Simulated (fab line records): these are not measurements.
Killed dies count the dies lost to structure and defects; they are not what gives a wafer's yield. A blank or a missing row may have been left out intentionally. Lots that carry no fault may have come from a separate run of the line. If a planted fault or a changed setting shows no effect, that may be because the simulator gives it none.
Comparing a struck lot with a sound one :: flow sky130 :: 15 out of 708 route steps
Sound: wafers L797.2, L797.3, L797.5. Wafers L810.1, L810.3, L810.5 were the ones struck. The cause comes at the end.
Per side, at each step with rows, come the tool, then ch with its chambers, and then its first start. Under that, the readings that differ: sound wafers :: struck wafers :: difference of the means :: sigmas: that difference in standard deviations of wafers without a fault.
alike: same words and numbers on both sides, and readings whose means sit less than 2 such deviations apart. not compared: any withheld reading, any reading some wafer has no value for, any bound like >300 that may hide the same value, and any number with overlapping values for which the record gives no deviation.
The two part at a step that has a row with sigmas, a row that says differs or no value, or rows on one side only. Numbers that don't overlap but have no deviation are shown without sigmas and don't part them. A reading that every wafer of one side lacks parts them only if that side has two wafers or more.

first, 4 steps without rows for these wafers: SKY_CONTACT_STRIP_20 (strips in post etch residue remover, time 1200 s); SKY_CONTACT_CLEAN_21 (cleans in IPA, time 180 s); SKY_CONTACT_CLEAN_22 (cleans in O3/DIW); SKY_CONTACT_SPUTTER_23 (material TiN, target thk 20 nm, time 80 s).
SKY_CONTACT_CVD_24: deposits W, target thk 340 nm, time 102.12 s.
  sound on cvd w-02 ch 0,1, day 31 19:56; struck on cvd w-02 ch 0, day 36 10:04
  alike: heater power w
SKY_CONTACT_RS_MEAS_25: a four-point-probe measurement.
  sound on film metro-02 at day 31 20:04; struck on film metro-02 at day 36 10:11
  alike: CONTACT_W_RS
SKY_CONTACT_THK_MEAS_26: measures by xrf.
  sound on film metro-02 at day 31 20:11; struck on film metro-02 at day 36 10:18
  alike: CONTACT_W_THK
SKY_CONTACT_CMP_27: polishes, stops on SiO2, t overpolish 15 s, target thk 0 nm.
  sound on cmp-01 ch 0,1,2, day 31 20:14; struck on cmp-02 ch 0,2,3, day 36 10:28
reading: time to endpoint s (s)
sound: 83 80 76
struck: 90 86 89
difference: +9
sigmas: +2
  alike: head pressure psi, motor current A, overpolish run s, slurry flow ml min
then, 1 step without rows for these wafers: SKY_METAL1_SPUTTER_00 (material Ti, target thk 15 nm, time 10 s).
SKY_METAL1_SPUTTER_01: material TiN, target thk 20 nm, time 16.7 s.
  sound on pvd sputter-01 at day 31 20:33; struck on pvd sputter-01 at day 36 10:41
  alike: chamber pressure pa, throttle valve pct
SKY_METAL1_SPUTTER_02: material AlCu, target thk 250 nm, time 13.3 s.
  sound on pvd sputter-01 at day 31 20:35; struck on pvd sputter-01 at day 36 10:43
  alike: chamber pressure pa, throttle valve pct
SKY_METAL1_SPUTTER_03: material Ti, target thk 5 nm, time 3.3 s.
  sound on pvd sputter-01 at day 31 20:36; struck on pvd sputter-01 at day 36 10:44
  alike: chamber pressure pa, throttle valve pct
SKY_METAL1_SPUTTER_04: material TiN, target thk 70 nm, time 58.3 s.
  sound on pvd sputter-01 at day 31 20:37; struck on pvd sputter-01 at day 36 10:45
reading: chamber pressure pa (Pa)
sound: 0.3996 0.4005 0.3991
struck: 0.3773 0.3803 0.3812
difference: -0.0201
sigmas: -25
  alike: throttle valve pct
SKY_METAL1_RS_MEAS_05: a four-point-probe measurement.
  sound on film metro-01 at day 31 20:41; struck on film metro-01 at day 36 10:48
reading: METAL1_ALCU_RS (ohm/sq)
sound: 0.1262 0.1249 0.1254
struck: 0.1280 0.1296 0.1286
difference: +0.0032
sigmas: +2
after that, 1 step had no rows for these wafers: SKY_PAD_OPEN_PROBE_99.

## WHERE THEY PART
Earliest at SKY_CONTACT_CMP_27; latest, in this record, at SKY_METAL1_RS_MEAS_05.

WHY: whatever the simulator had introduced
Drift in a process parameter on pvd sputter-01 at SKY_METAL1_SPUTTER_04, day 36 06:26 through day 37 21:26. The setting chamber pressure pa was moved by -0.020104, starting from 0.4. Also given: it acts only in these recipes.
